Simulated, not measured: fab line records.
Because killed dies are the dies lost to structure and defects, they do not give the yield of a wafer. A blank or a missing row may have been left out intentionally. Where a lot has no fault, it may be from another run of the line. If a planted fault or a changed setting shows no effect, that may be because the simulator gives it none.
The tool behind it: which one? | flow sky130 | Sampling: 11 lots, 33 wafers, 2 of 708 route steps

== WHAT EACH GAUGE READ, for each wafer ==
SKY_LOCAL_INTERCONNECT_RS_MEAS_01: the measuring method here is four-point-probe.
lot  | measured     | on            | LOCAL_INTERCONNECT_TIN_RS (ohm/sq)
L905 | day 30 03:07 | film-metro-03 | 14.15 14.17 14.23
L906 | day 30 17:04 | film-metro-03 | 14.17 14.26 14.07
L907 | day 30 20:04 | film-metro-03 | 14.21 14.03 14.08
L910 | day 32 09:59 | film-metro-04 | 14.12 14.04 13.89
L914 | day 33 09:28 | film-metro-02 | 14.26 14.04 13.98
L921 | day 35 02:45 | film-metro-03 | 35.59 14.61 14.29
L922 | day 35 10:21 | film-metro-02 | 13.90 13.91 14.07
L923 | day 35 16:14 | film-metro-02 | 14.38 14.23 14.18
L925 | day 36 04:31 | film-metro-03 | 14.15 13.95 14.09
L926 | day 36 05:38 | film-metro-02 | 14.61 14.13 14.18
L927 | day 36 13:37 | film-metro-02 | 14.03 14.20 14.09

== EACH LOT AND THE TOOL THAT RAN IT (in order: tool; ch and the chambers of the sampled wafers; start) ==
lot  | SKY_LOCAL_INTERCONNECT_SPUTTER_00
L905 | pvd-sputter-03, day 30 03:03
L906 | pvd-sputter-04, day 30 17:00
L907 | pvd-sputter-03, day 30 19:59
L910 | pvd-sputter-04, day 32 09:54
L914 | pvd-sputter-02, day 33 09:23
L921 | pvd-sputter-02, day 35 02:40
L922 | pvd-sputter-04, day 35 10:15
L923 | pvd-sputter-03, day 35 16:10
L925 | pvd-sputter-03, day 36 04:26
L926 | pvd-sputter-03, day 36 05:35
L927 | pvd-sputter-03, day 36 13:33
- SKY_LOCAL_INTERCONNECT_SPUTTER_00: material TiN, target thk 100 nm, time 83.3 s.

== THE ANSWER, worked out from the rows above alone ==
Rule: what is usual is taken from the lots themselves. Put in order of their means at a reading, lots are off if they are a third of the lots or fewer, leave a main group of 4 or more, and stand apart from it by a gap of 3 or more times the standard deviation of the main group's means; of several such gaps the widest counts. If all means in a main group match to the digits the tables above print for the reading, that group is not used. Also off: a lot with no number at a reading for which 4 or more lots have one. The other lots that the step has rows for count as sound.
Off: L921, at SKY_LOCAL_INTERCONNECT_RS_MEAS_01 (LOCAL_INTERCONNECT_TIN_RS). The main group: mean 14.13 ohm/sq, standard deviation 0.1.
A tool fits if, at a process step before that reading, it ran every lot that is off, and no sound lot after the first of them. Gauges at SKY_LOCAL_INTERCONNECT_RS_MEAS_01: tried the same way as those tools. One fits: pvd-sputter-02 at SKY_LOCAL_INTERCONNECT_SPUTTER_00. A fault onset in the window from L914 (day 33 09:23, its last sound lot) to L921 (day 35 02:40, its first lot off) fits.

== WHAT THE SIMULATOR PUT IN ==
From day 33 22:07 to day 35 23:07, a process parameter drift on pvd-sputter-02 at SKY_LOCAL_INTERCONNECT_SPUTTER_00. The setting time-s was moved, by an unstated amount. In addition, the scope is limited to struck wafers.
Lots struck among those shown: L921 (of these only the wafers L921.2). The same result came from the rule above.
